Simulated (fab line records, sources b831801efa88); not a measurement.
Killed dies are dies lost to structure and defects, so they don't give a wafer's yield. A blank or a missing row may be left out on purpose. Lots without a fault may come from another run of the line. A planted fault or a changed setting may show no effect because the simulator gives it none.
Split-lot experiment | flow sfq_line | 5 lots, 23 wafers read, on a route of 325 steps

THE SPLIT
At SFQ_TRILAYER_L0_LITHO_COAT_005 (resist thk 600 nm), the setting resist_thk_nm was moved away from the recipe's 600 nm on 10 of the 23 wafers read, by -4.4% to +2.3%. The other wafers ran this setting at the recipe's value.

The reading is taken at the split's own step.

THE READING
KrF_of_TRILAYER_L0_LITHO_COAT_005.thk_nm (the simulator's own value, which no gauge read), in nm, at SFQ_TRILAYER_L0_LITHO_COAT_005 (resist thk 600 nm). The file gives no usual value for it. The 13 wafers here that ran the recipe average 601.0 nm, standard deviation 1.2 nm.

wafer  | tool, chamber at the split | resist_thk_nm as run, nm | against the recipe | KrF_of_TRILAYER_L0_LITHO_COAT_005.thk_nm, nm | against lot-mates on the recipe
L079.2 | litho_track-02, 0          | 600                      | recipe             | 600.8                                        | -
L079.3 | litho_track-02, 0          | 577.2                    | -3.8%              | 577.8                                        | -23.2
L079.5 | litho_track-02, 0          | 577.2                    | -3.8%              | 577.8                                        | -23.2
L079.4 | litho_track-02, 0          | 577.2                    | -3.8%              | 576.7                                        | -24.3
L079.6 | litho_track-02, 0          | 600                      | recipe             | 601.2                                        | -
L081.3 | litho_track-03, 0          | 600                      | recipe             | 602.2                                        | -
L081.5 | litho_track-03, 0          | 600                      | recipe             | 600.6                                        | -
L081.6 | litho_track-03, 0          | 600                      | recipe             | 600.9                                        | -
L083.1 | litho_track-04, 0          | 600                      | recipe             | 603.2                                        | -
L083.2 | litho_track-04, 0          | 613.7                    | +2.3%              | 613.9                                        | +12.4
L083.4 | litho_track-04, 0          | 600                      | recipe             | 602.3                                        | -
L083.5 | litho_track-04, 0          | 600                      | recipe             | 599                                          | -
L083.6 | litho_track-04, 0          | 613.7                    | +2.3%              | 617.3                                        | +15.8
L084.1 | litho_track-03, 0          | 574.2                    | -4.3%              | 573.9                                        | -26.4
L084.2 | litho_track-03, 0          | 574.2                    | -4.3%              | 576.4                                        | -23.9
L084.3 | litho_track-03, 0          | 574.2                    | -4.3%              | 575                                          | -25.2
L084.4 | litho_track-03, 0          | 600                      | recipe             | 600.9                                        | -
L084.6 | litho_track-03, 0          | 600                      | recipe             | 599.6                                        | -
L085.1 | litho_track-04, 0          | 573.6                    | -4.4%              | 574.8                                        | -26.0
L085.2 | litho_track-04, 0          | 600                      | recipe             | 602.5                                        | -
L085.3 | litho_track-04, 0          | 600                      | recipe             | 600                                          | -
L085.4 | litho_track-04, 0          | 600                      | recipe             | 599.9                                        | -
L085.5 | litho_track-04, 0          | 573.6                    | -4.4%              | 574.7                                        | -26.1

THE FIT
A straight line over all 23 wafers: KrF_of_TRILAYER_L0_LITHO_COAT_005.thk_nm changes by +6.11 nm for each +1% of resist_thk_nm; r = +1.00; the points scatter about the line by 1.2 nm.
The same after taking each lot's own level away (the mean of its wafers on the recipe; 23 wafers): +6 nm for each +1%; r = +1.00; scatter 1.2 nm.
On that fit, the largest move of resist_thk_nm shifts the reading by 26 nm.
The lots' own levels span 600.25 to 601.50 nm, that is 1.0 times the standard deviation above.
So the lot-to-lot level changes the slope little: the two slopes agree.
Check: with one of the wafers moved furthest among these (-4.4%) left out of the fit, the line predicts -26.4 nm for it against its lot-mates. It came out at -26 nm against them.

OTHER SPLITS ON THESE WAFERS
These wafers also went through other splits before the reading. Each is held against what the fit with the lots' levels taken away leaves over:
other split on the same wafers             | wafers away from the commonest value | r with KrF_of_TRILAYER_L0_LITHO_COAT_005.thk_nm (lot level and that fit taken away)
SFQ_TRILAYER_INCOMING_OXIDATION_002 temp_c | 15                                   | +0.11

THE FILE'S OWN FIT
KrF_of_TRILAYER_L0_LITHO_COAT_005.thk_nm changes by +5.99 nm for each +1% of resist_thk_nm, r = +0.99.
